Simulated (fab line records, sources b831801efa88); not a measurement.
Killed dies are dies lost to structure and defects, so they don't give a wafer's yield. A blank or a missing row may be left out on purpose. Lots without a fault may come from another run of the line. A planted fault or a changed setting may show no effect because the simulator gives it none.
Which tool did it? | flow sky130 | 9 lots, 27 wafers sampled, at 2 steps of a route of 708

WHAT THE GAUGES READ, wafer by wafer
SKY_CAP2M_THK_MEAS_01. Usual: CAP2M_CVD_00_THK 15.50 nm, standard deviation 0.21.
lot  | measured     | on            | CAP2M_CVD_00_THK (nm) | flag
L683 | day 39 06:44 | film_metro-02 | 15.39 15.41 15.60     |
L686 | day 40 05:31 | film_metro-03 | 15.49 15.54 15.94     |
L687 | day 40 09:58 | film_metro-03 | 15.23 15.30 15.63     |
L688 | day 41 06:12 | film_metro-03 | 15.50 15.27 15.53     |
L689 | day 41 10:54 | film_metro-03 | 15.25 15.52 15.78     |
L695 | day 42 23:08 | film_metro-03 | 15.74 15.60 15.63     |
L694 | day 43 01:57 | film_metro-01 | 15.46 15.58 15.78     |
L699 | day 44 08:35 | film_metro-02 | 15.46 15.56 15.81     |
L701 | day 44 16:48 | film_metro-02 | 15.49 15.75 15.84     |

WHICH TOOL RAN EACH LOT (tool, then ch and the chambers of the sampled wafers, then the start)
lot  | SKY_CAP2M_CVD_00
L683 | pecvd-02 ch 0,1, day 39 06:43
L686 | pecvd-02 ch 0,1,2, day 40 05:29
L687 | pecvd-02 ch 1,2, day 40 09:57
L688 | pecvd-01 ch 0,1,2, day 41 06:11
L689 | pecvd-04 ch 1,2, day 41 10:53
L695 | pecvd-01 ch 0,1,2, day 42 23:06
L694 | pecvd-04 ch 0,1,2, day 43 01:56
L699 | pecvd-01 ch 1,2, day 44 08:33
L701 | pecvd-01 ch 1,2, day 44 16:46
- SKY_CAP2M_CVD_00: deposits SiO2, target thk 15.5 nm.

WHAT THE TOOLS THEMSELVES READ (means of the sampled wafers that have a number; where no wafer has one, the mark that the record gives instead)
SKY_CAP2M_CVD_00. Usual: heater_power_outer_w 420 W, standard deviation 68; heater_power_w 700 W, standard deviation 85.
lot  | tool     | heater_power_outer_w (W) | heater_power_w (W) | flag
L683 | pecvd-02 | 382                      | 669                |
L686 | pecvd-02 | 429                      | 700                |
L687 | pecvd-02 | 432                      | 700                |
L688 | pecvd-01 | 366                      | 632                |
L689 | pecvd-04 | 484                      | 808                |
L695 | pecvd-01 | 428                      | 709                |
L694 | pecvd-04 | 425                      | 714                |
L699 | pecvd-01 | 365                      | 638                |
L701 | pecvd-01 | 361                      | 634                |

THE ANSWER, worked out from the rows above alone
Rule: a lot is off if the mean of its wafers that have a number lies more than 3 standard deviations from the usual mean. A lot without any number at a reading at which 4 lots or more have one is off too. The other lots that the step has rows for count as sound. The gauges are gone through in route order, then the tools' own readings, and for those a lot's mean is taken as printed above. The first step at which some lot is off is used, and at that step the reading that is off furthest; a lot without a number counts as furthest.
No lot is off at any reading shown: from this, nothing can be told.

WHAT THE SIMULATOR HAD PUT IN
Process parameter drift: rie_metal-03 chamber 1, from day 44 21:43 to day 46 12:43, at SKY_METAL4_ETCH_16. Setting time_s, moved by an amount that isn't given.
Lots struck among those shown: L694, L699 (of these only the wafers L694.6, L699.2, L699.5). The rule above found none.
